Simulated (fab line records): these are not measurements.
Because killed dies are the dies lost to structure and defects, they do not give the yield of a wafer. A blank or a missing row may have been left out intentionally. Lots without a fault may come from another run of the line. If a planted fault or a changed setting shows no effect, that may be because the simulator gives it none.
Chamber matching    flow gf180mcu    4 sister chambers for GF_CONTACT_CMP_27 on cmp-02
The step polishes, stops on SiO2, t overpolish 15 s, target thk 0 nm. 7 wafers are shown with their chamber, then 7 later ones without.

WAFERS WITH THEIR CHAMBER
wafer   chamber  motor_current_A (A)  time_to_endpoint_s (s)
L632.5  2        12.8                 74.0
L633.3  2        12.6                 72.4
L633.6  3        13.6                 71.2
L645.5  1        12.3                 73.8
L645.6  0        14.7                 72.3
L648.1  0        14.2                 74.7
L648.3  1        12.3                 76.7

WAFERS MISSING THEIR CHAMBER
wafer   motor_current_A (A)  time_to_endpoint_s (s)
L648.6  11.8                 75.6
L650.2  12.9                 77.0
L650.4  12.0                 78.4
L650.5  11.6                 79.4
L651.3  12.3                 78.1
L651.4  13.8                 77.4
L651.6  13.0                 75.4

WHICH CHAMBER EACH ONE RAN IN
wafer   from the rows above           in truth
L648.6  1                             1
L650.2  can't be placed: 2 or 1       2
L650.4  1                             1
L650.5  1                             1
L651.3  can't be placed: 1 or 2       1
L651.4  can't be placed: 0 or 3 or 2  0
L651.6  can't be placed: 2 or 1 or 3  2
Correct placement for 3 of the 7. These rows do not allow placing 4 (true chamber among the candidates in 4). Placed wrongly: 0.
How it was worked out, from the rows above alone: a wafer's distance from a chamber is the root of the sum, over the readings, of the square of ((its reading less the chamber's mean) divided by the reading's scatter). If the next closest chamber is less than 2 further off than the closest, the wafer can't be placed; otherwise it belongs to the closest. Each chamber's mean is taken over the wafers shown for it. How the scatter is found: for the shown wafers, subtract from each reading the mean of its chamber, square and add these, divide the total by (wafers less chambers), then take the root.
